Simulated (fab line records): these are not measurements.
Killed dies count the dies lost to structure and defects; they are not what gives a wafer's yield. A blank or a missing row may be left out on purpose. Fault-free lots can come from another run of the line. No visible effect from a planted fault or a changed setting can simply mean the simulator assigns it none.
Which tool was responsible? || flow sfq line || 15 lots, 44 wafers sampled, at 5 steps of a route of 325

== WHAT THE GAUGES SHOWED, per wafer ==
SFQ_I5_OVL_MEAS_936.
{"lot": "L363", "measured": "day 69 13:25", "on": "overlay-02", "I5_OVL (nm)": "-3 -3 7"}
{"lot": "L364", "measured": "day 69 15:49", "on": "overlay-02", "I5_OVL (nm)": "-1 11 10"}
{"lot": "L365", "measured": "day 69 17:53", "on": "overlay-01", "I5_OVL (nm)": "0 -1 -7"}
{"lot": "L366", "measured": "day 70 11:14", "on": "overlay-02", "I5_OVL (nm)": "6 5 8"}
{"lot": "L367", "measured": "day 70 15:48", "on": "overlay-01", "I5_OVL (nm)": "3 4 5"}
{"lot": "L368", "measured": "day 71 08:13", "on": "overlay-01", "I5_OVL (nm)": "1 -5 -1"}
{"lot": "L369", "measured": "day 71 17:11", "on": "overlay-01", "I5_OVL (nm)": "1 5 4"}
{"lot": "L370", "measured": "day 73 14:48", "on": "overlay-01", "I5_OVL (nm)": "-1 -7"}
{"lot": "L371", "measured": "day 73 18:23", "on": "overlay-01", "I5_OVL (nm)": "0 -3 8"}
{"lot": "L372", "measured": "day 73 23:11", "on": "overlay-02", "I5_OVL (nm)": "-3 -4 5"}
{"lot": "L382", "measured": "day 80 05:04", "on": "overlay-01", "I5_OVL (nm)": "-7 -4 1"}
{"lot": "L383", "measured": "day 80 07:29", "on": "overlay-02", "I5_OVL (nm)": "-1 -1 6"}
{"lot": "L384", "measured": "day 80 11:04", "on": "overlay-01", "I5_OVL (nm)": "15 9 10"}
{"lot": "L385", "measured": "day 80 15:52", "on": "overlay-02", "I5_OVL (nm)": "10 0 14"}
{"lot": "L386", "measured": "day 80 19:28", "on": "overlay-01", "I5_OVL (nm)": "2 10 10"}

== TOOL THAT RAN EACH LOT (tool first, then ch and the chambers of the sampled wafers, then the start) ==
{"lot": "L363", "SFQ_TRILAYER_I2_VIA_STRIP_STRIP_071": "rie metal-04 ch 1, day 37 14:23", "SFQ_TRILAYER_I4_CMP_CMP_100": "cmp-01 ch 1,2, day 54 04:24", "SFQ_TRILAYER_I4_METRO_MEASURE_101": "film metro-01, day 54 07:01", "SFQ_TRILAYER_I4_VIA_ETCH_VIA_ETCH_106": "rie diel-04 ch 0,2,3, day 59 15:22"}
{"lot": "L364", "SFQ_TRILAYER_I2_VIA_STRIP_STRIP_071": "rie metal-04 ch 0,1, day 38 02:23", "SFQ_TRILAYER_I4_CMP_CMP_100": "cmp-01 ch 0,2,3, day 54 16:24", "SFQ_TRILAYER_I4_METRO_MEASURE_101": "film metro-02, day 54 19:01", "SFQ_TRILAYER_I4_VIA_ETCH_VIA_ETCH_106": "rie diel-03 ch 0,1,2, day 60 02:10"}
{"lot": "L365", "SFQ_TRILAYER_I2_VIA_STRIP_STRIP_071": "rie metal-04 ch 0,1, day 39 00:06", "SFQ_TRILAYER_I4_CMP_CMP_100": "cmp-01 ch 2,3, day 55 10:30", "SFQ_TRILAYER_I4_METRO_MEASURE_101": "film metro-04, day 55 13:37", "SFQ_TRILAYER_I4_VIA_ETCH_VIA_ETCH_106": "rie diel-04 ch 0,1,3, day 60 15:22"}
{"lot": "L366", "SFQ_TRILAYER_I2_VIA_STRIP_STRIP_071": "rie metal-01 ch 0,1, day 39 03:42", "SFQ_TRILAYER_I4_CMP_CMP_100": "cmp-01 ch 2,3, day 55 16:30", "SFQ_TRILAYER_I4_METRO_MEASURE_101": "film metro-02, day 55 19:37", "SFQ_TRILAYER_I4_VIA_ETCH_VIA_ETCH_106": "rie diel-04 ch 0,2,3, day 60 20:17"}
{"lot": "L367", "SFQ_TRILAYER_I2_VIA_STRIP_STRIP_071": "rie metal-03 ch 0, day 39 12:08", "SFQ_TRILAYER_I4_CMP_CMP_100": "cmp-02 ch 1,3, day 56 04:32", "SFQ_TRILAYER_I4_METRO_MEASURE_101": "film metro-04, day 56 07:10", "SFQ_TRILAYER_I4_VIA_ETCH_VIA_ETCH_106": "rie diel-04 ch 0,1,3, day 61 02:17"}
{"lot": "L368", "SFQ_TRILAYER_I2_VIA_STRIP_STRIP_071": "rie metal-04 ch 0,1, day 40 07:32", "SFQ_TRILAYER_I4_CMP_CMP_100": "cmp-02 ch 0,1,2, day 57 01:33", "SFQ_TRILAYER_I4_METRO_MEASURE_101": "film metro-04, day 57 04:16", "SFQ_TRILAYER_I4_VIA_ETCH_VIA_ETCH_106": "rie diel-03 ch 0,1, day 61 23:53"}
{"lot": "L369", "SFQ_TRILAYER_I2_VIA_STRIP_STRIP_071": "rie metal-01 ch 0,1, day 40 13:20", "SFQ_TRILAYER_I4_CMP_CMP_100": "cmp-02 ch 0,3, day 57 08:40", "SFQ_TRILAYER_I4_METRO_MEASURE_101": "film metro-01, day 57 11:17", "SFQ_TRILAYER_I4_VIA_ETCH_VIA_ETCH_106": "rie diel-01 ch 0,1, day 62 08:17"}
{"lot": "L370", "SFQ_TRILAYER_I2_VIA_STRIP_STRIP_071": "rie metal-03 ch 1, day 42 12:35", "SFQ_TRILAYER_I4_CMP_CMP_100": "cmp-02 ch 3, day 59 09:41", "SFQ_TRILAYER_I4_METRO_MEASURE_101": "film metro-02, day 59 13:13", "SFQ_TRILAYER_I4_VIA_ETCH_VIA_ETCH_106": "rie diel-04 ch 1, day 64 00:08"}
{"lot": "L371", "SFQ_TRILAYER_I2_VIA_STRIP_STRIP_071": "rie metal-03 ch 0,1, day 42 14:47", "SFQ_TRILAYER_I4_CMP_CMP_100": "cmp-02 ch 1,2,3, day 59 13:41", "SFQ_TRILAYER_I4_METRO_MEASURE_101": "film metro-04, day 59 16:01", "SFQ_TRILAYER_I4_VIA_ETCH_VIA_ETCH_106": "rie diel-04 ch 0,1,2, day 64 03:44"}
{"lot": "L372", "SFQ_TRILAYER_I2_VIA_STRIP_STRIP_071": "rie metal-01 ch 1, day 42 16:16", "SFQ_TRILAYER_I4_CMP_CMP_100": "cmp-02 ch 0,3, day 59 18:41", "SFQ_TRILAYER_I4_METRO_MEASURE_101": "film metro-01, day 59 22:01", "SFQ_TRILAYER_I4_VIA_ETCH_VIA_ETCH_106": "rie diel-03 ch 1,2,3, day 64 09:44"}
{"lot": "L382", "SFQ_TRILAYER_I2_VIA_STRIP_STRIP_071": "rie metal-01 ch 0,1, day 46 05:24", "SFQ_TRILAYER_I4_CMP_CMP_100": "cmp-01 ch 0,2,3, day 62 11:45", "SFQ_TRILAYER_I4_METRO_MEASURE_101": "film metro-02, day 62 14:22", "SFQ_TRILAYER_I4_VIA_ETCH_VIA_ETCH_106": "rie diel-03 ch 0,1,2, day 66 15:59"}
{"lot": "L383", "SFQ_TRILAYER_I2_VIA_STRIP_STRIP_071": "rie metal-03 ch 0,1, day 46 14:07", "SFQ_TRILAYER_I4_CMP_CMP_100": "cmp-02 ch 2,3, day 62 16:56", "SFQ_TRILAYER_I4_METRO_MEASURE_101": "film metro-04, day 62 19:58", "SFQ_TRILAYER_I4_VIA_ETCH_VIA_ETCH_106": "rie diel-01 ch 1,2,3, day 66 21:59"}
{"lot": "L384", "SFQ_TRILAYER_I2_VIA_STRIP_STRIP_071": "rie metal-01 ch 0,1, day 46 17:31", "SFQ_TRILAYER_I4_CMP_CMP_100": "cmp-02 ch 0,1,3, day 62 19:56", "SFQ_TRILAYER_I4_METRO_MEASURE_101": "film metro-01, day 62 22:46", "SFQ_TRILAYER_I4_VIA_ETCH_VIA_ETCH_106": "rie diel-03 ch 0,1,3, day 67 01:35"}
{"lot": "L385", "SFQ_TRILAYER_I2_VIA_STRIP_STRIP_071": "rie metal-04 ch 0,1, day 46 22:19", "SFQ_TRILAYER_I4_CMP_CMP_100": "cmp-02 ch 0,1,3, day 62 22:56", "SFQ_TRILAYER_I4_METRO_MEASURE_101": "film metro-01, day 63 01:34", "SFQ_TRILAYER_I4_VIA_ETCH_VIA_ETCH_106": "rie diel-03 ch 0,2,3, day 67 06:23"}
{"lot": "L386", "SFQ_TRILAYER_I2_VIA_STRIP_STRIP_071": "rie metal-01 ch 0,1, day 47 07:55", "SFQ_TRILAYER_I4_CMP_CMP_100": "cmp-01 ch 1,2, day 62 23:15", "SFQ_TRILAYER_I4_METRO_MEASURE_101": "film metro-04, day 63 02:34", "SFQ_TRILAYER_I4_VIA_ETCH_VIA_ETCH_106": "rie diel-04 ch 0,2,3, day 67 07:35"}
- SFQ_TRILAYER_I2_VIA_STRIP_STRIP_071: strips in O2.
- SFQ_TRILAYER_I4_CMP_CMP_100: polishes SiO2.
- SFQ_TRILAYER_I4_METRO_MEASURE_101
- SFQ_TRILAYER_I4_VIA_ETCH_VIA_ETCH_106: etches SiO2 in CHF3, stops on Nb, target depth 260 nm.

== AS READ BY THE TOOLS THEMSELVES (means over the sampled wafers that have a number; for cases with no such wafer, the mark the record gives instead) ==
SFQ_TRILAYER_I2_VIA_STRIP_STRIP_071.
{"lot": "L363", "tool": "rie metal-04", "drypump motor current A (A)": 5.17, "he backside leak sccm (sccm)": 3.48, "oes product au (a.u.)": 0.999}
{"lot": "L364", "tool": "rie metal-04", "drypump motor current A (A)": 5.22, "he backside leak sccm (sccm)": 3.39, "oes product au (a.u.)": 1.011}
{"lot": "L365", "tool": "rie metal-04", "drypump motor current A (A)": 5.19, "he backside leak sccm (sccm)": 3.70, "oes product au (a.u.)": 1.006}
{"lot": "L366", "tool": "rie metal-01", "drypump motor current A (A)": 5.35, "he backside leak sccm (sccm)": 3.70, "oes product au (a.u.)": 1.004}
{"lot": "L367", "tool": "rie metal-03", "drypump motor current A (A)": 5.52, "he backside leak sccm (sccm)": 3.28, "oes product au (a.u.)": 1.002}
{"lot": "L368", "tool": "rie metal-04", "drypump motor current A (A)": 5.20, "he backside leak sccm (sccm)": 3.65, "oes product au (a.u.)": 1.003}
{"lot": "L369", "tool": "rie metal-01", "drypump motor current A (A)": 5.38, "he backside leak sccm (sccm)": 3.71, "oes product au (a.u.)": 1.006}
{"lot": "L370", "tool": "rie metal-03", "drypump motor current A (A)": 5.76, "he backside leak sccm (sccm)": 3.34, "oes product au (a.u.)": 1.014}
{"lot": "L371", "tool": "rie metal-03", "drypump motor current A (A)": 5.69, "he backside leak sccm (sccm)": 3.29, "oes product au (a.u.)": 1.010}
{"lot": "L372", "tool": "rie metal-01", "drypump motor current A (A)": 5.38, "he backside leak sccm (sccm)": 3.82, "oes product au (a.u.)": 1.010}
{"lot": "L382", "tool": "rie metal-01", "drypump motor current A (A)": 5.37, "he backside leak sccm (sccm)": 3.65, "oes product au (a.u.)": 1.016}
{"lot": "L383", "tool": "rie metal-03", "drypump motor current A (A)": 5.60, "he backside leak sccm (sccm)": 3.19, "oes product au (a.u.)": 1.008}
{"lot": "L384", "tool": "rie metal-01", "drypump motor current A (A)": 5.37, "he backside leak sccm (sccm)": 3.93, "oes product au (a.u.)": 1.009}
{"lot": "L385", "tool": "rie metal-04", "drypump motor current A (A)": 5.23, "he backside leak sccm (sccm)": 3.63, "oes product au (a.u.)": 1.010}
{"lot": "L386", "tool": "rie metal-01", "drypump motor current A (A)": 5.36, "he backside leak sccm (sccm)": 3.59, "oes product au (a.u.)": 1.009}

SFQ_TRILAYER_I4_CMP_CMP_100.
{"lot": "L363", "tool": "cmp-01", "edge zone pressure frac": 0.996, "motor current A (A)": 10.0, "slurry filter dp kPa (kPa)": 13.63, "time to endpoint s (s)": 216}
{"lot": "L364", "tool": "cmp-01", "edge zone pressure frac": 0.996, "motor current A (A)": 10.3, "slurry filter dp kPa (kPa)": 13.47, "time to endpoint s (s)": 215}
{"lot": "L365", "tool": "cmp-01", "edge zone pressure frac": 1.001, "motor current A (A)": 10.5, "slurry filter dp kPa (kPa)": 13.52, "time to endpoint s (s)": 217}
{"lot": "L366", "tool": "cmp-01", "edge zone pressure frac": 0.993, "motor current A (A)": 10.1, "slurry filter dp kPa (kPa)": 13.52, "time to endpoint s (s)": 218}
{"lot": "L367", "tool": "cmp-02", "edge zone pressure frac": 0.998, "motor current A (A)": 10.7, "slurry filter dp kPa (kPa)": 13.57, "time to endpoint s (s)": 222}
{"lot": "L368", "tool": "cmp-02", "edge zone pressure frac": 1.004, "motor current A (A)": 10.3, "slurry filter dp kPa (kPa)": 13.62, "time to endpoint s (s)": 219}
{"lot": "L369", "tool": "cmp-02", "edge zone pressure frac": 1.000, "motor current A (A)": 9.6, "slurry filter dp kPa (kPa)": 13.60, "time to endpoint s (s)": 220}
{"lot": "L370", "tool": "cmp-02", "edge zone pressure frac": 1.002, "motor current A (A)": 10.5, "slurry filter dp kPa (kPa)": 13.71, "time to endpoint s (s)": 226}
{"lot": "L371", "tool": "cmp-02", "edge zone pressure frac": 1.004, "motor current A (A)": 10.9, "slurry filter dp kPa (kPa)": 13.56, "time to endpoint s (s)": 226}
{"lot": "L372", "tool": "cmp-02", "edge zone pressure frac": 1.002, "motor current A (A)": 9.0, "slurry filter dp kPa (kPa)": 13.49, "time to endpoint s (s)": 231}
{"lot": "L382", "tool": "cmp-01", "edge zone pressure frac": 0.996, "motor current A (A)": 10.2, "slurry filter dp kPa (kPa)": 13.49, "time to endpoint s (s)": 211}
{"lot": "L383", "tool": "cmp-02", "edge zone pressure frac": 0.997, "motor current A (A)": 10.6, "slurry filter dp kPa (kPa)": 13.47, "time to endpoint s (s)": 226}
{"lot": "L384", "tool": "cmp-02", "edge zone pressure frac": 0.999, "motor current A (A)": 10.2, "slurry filter dp kPa (kPa)": 13.54, "time to endpoint s (s)": 221}
{"lot": "L385", "tool": "cmp-02", "edge zone pressure frac": 1.001, "motor current A (A)": 10.2, "slurry filter dp kPa (kPa)": 13.51, "time to endpoint s (s)": 222}
{"lot": "L386", "tool": "cmp-01", "edge zone pressure frac": 1.001, "motor current A (A)": 10.0, "slurry filter dp kPa (kPa)": 13.36, "time to endpoint s (s)": 216}

SFQ_TRILAYER_I4_METRO_MEASURE_101.
{"lot": "L363", "tool": "film metro-01", "thk nm (nm)": 200.7}
{"lot": "L364", "tool": "film metro-02", "thk nm (nm)": 199.8}
{"lot": "L365", "tool": "film metro-04", "thk nm (nm)": 200.8}
{"lot": "L366", "tool": "film metro-02", "thk nm (nm)": 200.7}
{"lot": "L367", "tool": "film metro-04", "thk nm (nm)": 201.2}
{"lot": "L368", "tool": "film metro-04", "thk nm (nm)": 199.4}
{"lot": "L369", "tool": "film metro-01", "thk nm (nm)": 199.9}
{"lot": "L370", "tool": "film metro-02", "thk nm (nm)": 190.1}
{"lot": "L371", "tool": "film metro-04", "thk nm (nm)": 194.0}
{"lot": "L372", "tool": "film metro-01", "thk nm (nm)": 194.9}
{"lot": "L382", "tool": "film metro-02", "thk nm (nm)": 199.6}
{"lot": "L383", "tool": "film metro-04", "thk nm (nm)": 200.5}
{"lot": "L384", "tool": "film metro-01", "thk nm (nm)": 199.7}
{"lot": "L385", "tool": "film metro-01", "thk nm (nm)": 202.1}
{"lot": "L386", "tool": "film metro-04", "thk nm (nm)": 200.2}

SFQ_TRILAYER_I4_VIA_ETCH_VIA_ETCH_106.
{"lot": "L363", "tool": "rie diel-04", "drypump motor current A (A)": 5.1, "oes product au (a.u.)": 0.855}
{"lot": "L364", "tool": "rie diel-03", "drypump motor current A (A)": 5.6, "oes product au (a.u.)": 0.849}
{"lot": "L365", "tool": "rie diel-04", "drypump motor current A (A)": 5.4, "oes product au (a.u.)": 0.854}
{"lot": "L366", "tool": "rie diel-04", "drypump motor current A (A)": 5.1, "oes product au (a.u.)": 0.859}
{"lot": "L367", "tool": "rie diel-04", "drypump motor current A (A)": 5.4, "oes product au (a.u.)": 0.861}
{"lot": "L368", "tool": "rie diel-03", "drypump motor current A (A)": 5.6, "oes product au (a.u.)": 0.852}
{"lot": "L369", "tool": "rie diel-01", "drypump motor current A (A)": 5.4, "oes product au (a.u.)": 0.858}
{"lot": "L370", "tool": "rie diel-04", "drypump motor current A (A)": 5.9, "oes product au (a.u.)": 0.834}
{"lot": "L371", "tool": "rie diel-04", "drypump motor current A (A)": 5.3, "oes product au (a.u.)": 0.840}
{"lot": "L372", "tool": "rie diel-03", "drypump motor current A (A)": 5.5, "oes product au (a.u.)": 0.843}
{"lot": "L382", "tool": "rie diel-03", "drypump motor current A (A)": 5.6, "oes product au (a.u.)": 0.850}
{"lot": "L383", "tool": "rie diel-01", "drypump motor current A (A)": 5.7, "oes product au (a.u.)": 0.861}
{"lot": "L384", "tool": "rie diel-03", "drypump motor current A (A)": 5.5, "oes product au (a.u.)": 0.852}
{"lot": "L385", "tool": "rie diel-03", "drypump motor current A (A)": 5.5, "oes product au (a.u.)": 0.858}
{"lot": "L386", "tool": "rie diel-04", "drypump motor current A (A)": 5.1, "oes product au (a.u.)": 0.858}

== THE ANSWER, worked out from the rows above alone ==
Rule: usual is defined by the lots themselves. The widest of any qualifying gaps counts: lots, ordered by their means at a reading, are off when they make up no more than a third of the lots, leave a main group of 4 or more, and stand apart from it by 3 or more times the standard deviation of that group's means. The tables above print the reading to a certain number of digits; a main group whose means all agree to those digits is not used. A lot without any number at a reading at which 4 lots or more have one is off too. The other lots that the step has rows for count as sound. The gauges are gone through in route order, then the tools' own readings, and for those a lot's mean is taken as printed above. The first step at which some lot is off is used, and at that step the reading that is off furthest; a lot without a number counts as furthest.
Off: L370, L371, L372 (SFQ_TRILAYER_I4_METRO_MEASURE_101, thk nm). For the main group the mean is 200.4 nm and the standard deviation 0.74.
A tool fits if, at that step or a process step before it, it ran every lot that is off, and no sound lot after the first of them. Of those tried, none fits.

== WHAT WAS PUT IN BY THE SIMULATOR ==
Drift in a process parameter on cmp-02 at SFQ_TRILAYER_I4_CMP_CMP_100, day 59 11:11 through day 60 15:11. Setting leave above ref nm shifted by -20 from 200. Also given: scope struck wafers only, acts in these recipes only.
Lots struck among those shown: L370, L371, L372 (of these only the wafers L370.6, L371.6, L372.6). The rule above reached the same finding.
